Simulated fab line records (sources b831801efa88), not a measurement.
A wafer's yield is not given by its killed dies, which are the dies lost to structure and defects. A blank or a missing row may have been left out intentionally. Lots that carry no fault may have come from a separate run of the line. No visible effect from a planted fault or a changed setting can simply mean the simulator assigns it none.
What tool caused it? :: flow sky130 :: 14 lots, 42 wafers sampled, at 4 steps of a route of 708

== WHAT THE GAUGES READ, wafer by wafer ==
SKY_METAL1_CD_MEAS_15: the cd target is 140 nm.
lot: L518
measured: day 33 22:23
on: cd-sem-01
cd-nm (nm): 140.4 140.2 142.1

lot: L519
measured: day 33 23:16
on: cd-sem-02
cd-nm (nm): 138.8 138.1 138.1

lot: L520
measured: day 34 00:25
on: cd-sem-01
cd-nm (nm): 139.0 141.8 139.9

lot: L522
measured: day 34 03:18
on: cd-sem-02
cd-nm (nm): 137.4 136.9 138.9

lot: L523
measured: day 34 15:03
on: cd-sem-01
cd-nm (nm): 138.8 139.9 139.5

lot: L525
measured: day 35 14:20
on: cd-sem-01
cd-nm (nm): 140.0 139.8 139.7

lot: L528
measured: day 35 23:22
on: cd-sem-02
cd-nm (nm): 139.4 140.6 139.6

lot: L529
measured: day 36 15:41
on: cd-sem-02
cd-nm (nm): - - -

lot: L530
measured: day 37 02:21
on: cd-sem-02
cd-nm (nm): - - -

lot: L535
measured: day 38 07:43
on: cd-sem-02
cd-nm (nm): 140.6 139.2 138.9

lot: L537
measured: day 39 11:19
on: cd-sem-02
cd-nm (nm): 142.2 144.0 142.4

lot: L538
measured: day 40 03:04
on: cd-sem-01
cd-nm (nm): 134.7 136.8 136.6

lot: L540
measured: day 40 18:01
on: cd-sem-01
cd-nm (nm): 140.1 140.2 140.0

lot: L539
measured: day 40 20:13
on: cd-sem-02
cd-nm (nm): 139.0 138.2 136.9

== WHICH TOOL RAN EACH LOT (tool, then ch and the chambers of the sampled wafers, then the start) ==
lot: L518
SKY_CONTACT_ETCH_17: rie-diel-01 ch 0,2, day 32 17:42
SKY_METAL1_SPUTTER_02: pvd-sputter-01, day 32 19:05
SKY_METAL1_EXPOSE_12: krf-scanner-02 ch 0, day 33 09:35

lot: L519
SKY_CONTACT_ETCH_17: rie-diel-02 ch 2,3, day 32 18:49
SKY_METAL1_SPUTTER_02: pvd-sputter-04, day 32 20:12
SKY_METAL1_EXPOSE_12: krf-scanner-02 ch 0, day 33 10:34

lot: L520
SKY_CONTACT_ETCH_17: rie-diel-01 ch 0,2, day 32 20:03
SKY_METAL1_SPUTTER_02: pvd-sputter-04, day 32 21:26
SKY_METAL1_EXPOSE_12: krf-scanner-01 ch 0, day 33 11:39

lot: L522
SKY_CONTACT_ETCH_17: rie-diel-01 ch 0,2, day 32 23:12
SKY_METAL1_SPUTTER_02: pvd-sputter-01, day 33 00:35
SKY_METAL1_EXPOSE_12: krf-scanner-01 ch 0, day 33 14:27

lot: L523
SKY_CONTACT_ETCH_17: rie-diel-01 ch 1,2,3, day 33 11:09
SKY_METAL1_SPUTTER_02: pvd-sputter-01, day 33 12:32
SKY_METAL1_EXPOSE_12: krf-scanner-01 ch 0, day 34 02:00

lot: L525
SKY_CONTACT_ETCH_17: rie-diel-02 ch 0,1,3, day 34 09:46
SKY_METAL1_SPUTTER_02: pvd-sputter-01, day 34 11:23
SKY_METAL1_EXPOSE_12: krf-scanner-02 ch 0, day 35 01:11

lot: L528
SKY_CONTACT_ETCH_17: rie-diel-01 ch 0,2,3, day 34 20:13
SKY_METAL1_SPUTTER_02: pvd-sputter-01, day 34 21:36
SKY_METAL1_EXPOSE_12: krf-scanner-01 ch 0, day 35 10:26

lot: L529
SKY_CONTACT_ETCH_17: rie-diel-03 ch 0,2, day 35 12:43
SKY_METAL1_SPUTTER_02: pvd-sputter-04, day 35 14:06
SKY_METAL1_EXPOSE_12: krf-scanner-01, day 36 02:59

lot: L530
SKY_CONTACT_ETCH_17: rie-diel-03 ch 1,2, day 35 22:28
SKY_METAL1_SPUTTER_02: pvd-sputter-01, day 35 23:57
SKY_METAL1_EXPOSE_12: krf-scanner-02, day 36 12:59

lot: L535
SKY_CONTACT_ETCH_17: rie-diel-02 ch 0,1, day 37 04:22
SKY_METAL1_SPUTTER_02: pvd-sputter-01, day 37 05:50
SKY_METAL1_EXPOSE_12: krf-scanner-02 ch 0, day 37 19:15

lot: L537
SKY_CONTACT_ETCH_17: rie-diel-03 ch 1,2,3, day 38 08:40
SKY_METAL1_SPUTTER_02: pvd-sputter-01, day 38 10:02
SKY_METAL1_EXPOSE_12: krf-scanner-02 ch 0, day 38 22:55

lot: L538
SKY_CONTACT_ETCH_17: rie-diel-01 ch 1,3, day 39 00:55
SKY_METAL1_SPUTTER_02: pvd-sputter-02, day 39 02:17
SKY_METAL1_EXPOSE_12: krf-scanner-02 ch 0, day 39 15:16

lot: L540
SKY_CONTACT_ETCH_17: rie-diel-01 ch 0,2,3, day 39 15:49
SKY_METAL1_SPUTTER_02: pvd-sputter-04, day 39 17:11
SKY_METAL1_EXPOSE_12: krf-scanner-01 ch 0, day 40 05:46

lot: L539
SKY_CONTACT_ETCH_17: rie-diel-03 ch 0,1,2, day 39 18:13
SKY_METAL1_SPUTTER_02: pvd-sputter-04, day 39 19:40
SKY_METAL1_EXPOSE_12: krf-scanner-01 ch 0, day 40 08:28
- SKY_CONTACT_ETCH_17: etches SiO2 in C4F8/O2/Ar, stops on Si3N4, target depth 340 nm.
- SKY_METAL1_SPUTTER_02: material AlCu, target thk 250 nm, time 13.3 s.
- SKY_METAL1_EXPOSE_12: exposes mask MM1, target cd 140 nm.

== AS READ BY THE TOOLS THEMSELVES (means over the sampled wafers that have a number; for cases with no such wafer, the mark the record gives instead) ==
SKY_CONTACT_ETCH_17.
lot: L518
tool: rie-diel-01
oes-product-au (a.u.): 0.891

lot: L519
tool: rie-diel-02
oes-product-au (a.u.): 0.895

lot: L520
tool: rie-diel-01
oes-product-au (a.u.): 0.891

lot: L522
tool: rie-diel-01
oes-product-au (a.u.): 0.889

lot: L523
tool: rie-diel-01
oes-product-au (a.u.): 0.894

lot: L525
tool: rie-diel-02
oes-product-au (a.u.): 0.891

lot: L528
tool: rie-diel-01
oes-product-au (a.u.): 0.894

lot: L529
tool: rie-diel-03
oes-product-au (a.u.): 0.885

lot: L530
tool: rie-diel-03
oes-product-au (a.u.): 0.886

lot: L535
tool: rie-diel-02
oes-product-au (a.u.): 0.892

lot: L537
tool: rie-diel-03
oes-product-au (a.u.): 0.892

lot: L538
tool: rie-diel-01
oes-product-au (a.u.): 0.887

lot: L540
tool: rie-diel-01
oes-product-au (a.u.): 0.893

lot: L539
tool: rie-diel-03
oes-product-au (a.u.): 0.896

SKY_METAL1_SPUTTER_02.
lot: L518
tool: pvd-sputter-01
cathode-dc-power-W (W): 10599
throttle-valve-pct (%): 31.1

lot: L519
tool: pvd-sputter-04
cathode-dc-power-W (W): 10600
throttle-valve-pct (%): 29.1

lot: L520
tool: pvd-sputter-04
cathode-dc-power-W (W): 10600
throttle-valve-pct (%): 29.6

lot: L522
tool: pvd-sputter-01
cathode-dc-power-W (W): 10602
throttle-valve-pct (%): 30.3

lot: L523
tool: pvd-sputter-01
cathode-dc-power-W (W): 10600
throttle-valve-pct (%): 31.4

lot: L525
tool: pvd-sputter-01
cathode-dc-power-W (W): 10601
throttle-valve-pct (%): 30.3

lot: L528
tool: pvd-sputter-01
cathode-dc-power-W (W): 10599
throttle-valve-pct (%): 31.4

lot: L529
tool: pvd-sputter-04
cathode-dc-power-W (W): 10599
throttle-valve-pct (%): 29.0

lot: L530
tool: pvd-sputter-01
cathode-dc-power-W (W): 10599
throttle-valve-pct (%): 29.9

lot: L535
tool: pvd-sputter-01
cathode-dc-power-W (W): 10601
throttle-valve-pct (%): 30.6

lot: L537
tool: pvd-sputter-01
cathode-dc-power-W (W): 10602
throttle-valve-pct (%): 30.9

lot: L538
tool: pvd-sputter-02
cathode-dc-power-W (W): 10599
throttle-valve-pct (%): 29.9

lot: L540
tool: pvd-sputter-04
cathode-dc-power-W (W): 10601
throttle-valve-pct (%): 29.1

lot: L539
tool: pvd-sputter-04
cathode-dc-power-W (W): 10601
throttle-valve-pct (%): 30.2

SKY_METAL1_EXPOSE_12.
lot: L518
tool: krf-scanner-02
exposure-dose-mJ-cm2: 27.97
focus-offset-nm (nm): 0.2

lot: L519
tool: krf-scanner-02
exposure-dose-mJ-cm2: 27.97
focus-offset-nm (nm): 0.4

lot: L520
tool: krf-scanner-01
exposure-dose-mJ-cm2: 28.20
focus-offset-nm (nm): 0.4

lot: L522
tool: krf-scanner-01
exposure-dose-mJ-cm2: 28.14
focus-offset-nm (nm): 0.1

lot: L523
tool: krf-scanner-01
exposure-dose-mJ-cm2: 28.16
focus-offset-nm (nm): 0.8

lot: L525
tool: krf-scanner-02
exposure-dose-mJ-cm2: 27.94
focus-offset-nm (nm): 0.3

lot: L528
tool: krf-scanner-01
exposure-dose-mJ-cm2: 28.21
focus-offset-nm (nm): 1.2

lot: L529
tool: krf-scanner-01
exposure-dose-mJ-cm2: -
focus-offset-nm (nm): -

lot: L530
tool: krf-scanner-02
exposure-dose-mJ-cm2: -
focus-offset-nm (nm): -

lot: L535
tool: krf-scanner-02
exposure-dose-mJ-cm2: 28.01
focus-offset-nm (nm): -0.6

lot: L537
tool: krf-scanner-02
exposure-dose-mJ-cm2: 27.97
focus-offset-nm (nm): 0.1

lot: L538
tool: krf-scanner-02
exposure-dose-mJ-cm2: 27.98
focus-offset-nm (nm): -0.5

lot: L540
tool: krf-scanner-01
exposure-dose-mJ-cm2: 28.16
focus-offset-nm (nm): 0.3

lot: L539
tool: krf-scanner-01
exposure-dose-mJ-cm2: 28.20
focus-offset-nm (nm): 0.7

== THE ANSWER, worked out from the rows above alone ==
Rule: the lots themselves supply what counts as usual. Put in order of their means at a reading, lots are off if they are a third of the lots or fewer, leave a main group of 4 or more, and stand apart from it by a gap of 3 or more times the standard deviation of the main group's means; of several such gaps the widest counts. A main group is skipped when, at the precision printed for the reading in the tables above, its means are all equal. A lot without any number at a reading at which 4 lots or more have one is off too. Any other lot the step has rows for is counted as sound. First the gauges in route order, then the tools' own readings, where a lot's mean is used as printed above. The first step at which some lot is off is used, and at that step the reading that is off furthest; a lot without a number counts as furthest.
Off at SKY_METAL1_CD_MEAS_15 (cd-nm): L529, L530. Without a number there: L529, L530. The main group has a mean of 139.4 nm with a standard deviation of 1.7.
If a tool, at a process step before that reading, ran all the lots that are off and no sound lot after the first of them, it fits. Not tried: the gauges at SKY_METAL1_CD_MEAS_15; whatever is off there is also off at SKY_METAL1_EXPOSE_12, on other tools, and gauge error can't account for it. None of those tried fits.

== WHAT THE SIMULATOR PUT IN ==
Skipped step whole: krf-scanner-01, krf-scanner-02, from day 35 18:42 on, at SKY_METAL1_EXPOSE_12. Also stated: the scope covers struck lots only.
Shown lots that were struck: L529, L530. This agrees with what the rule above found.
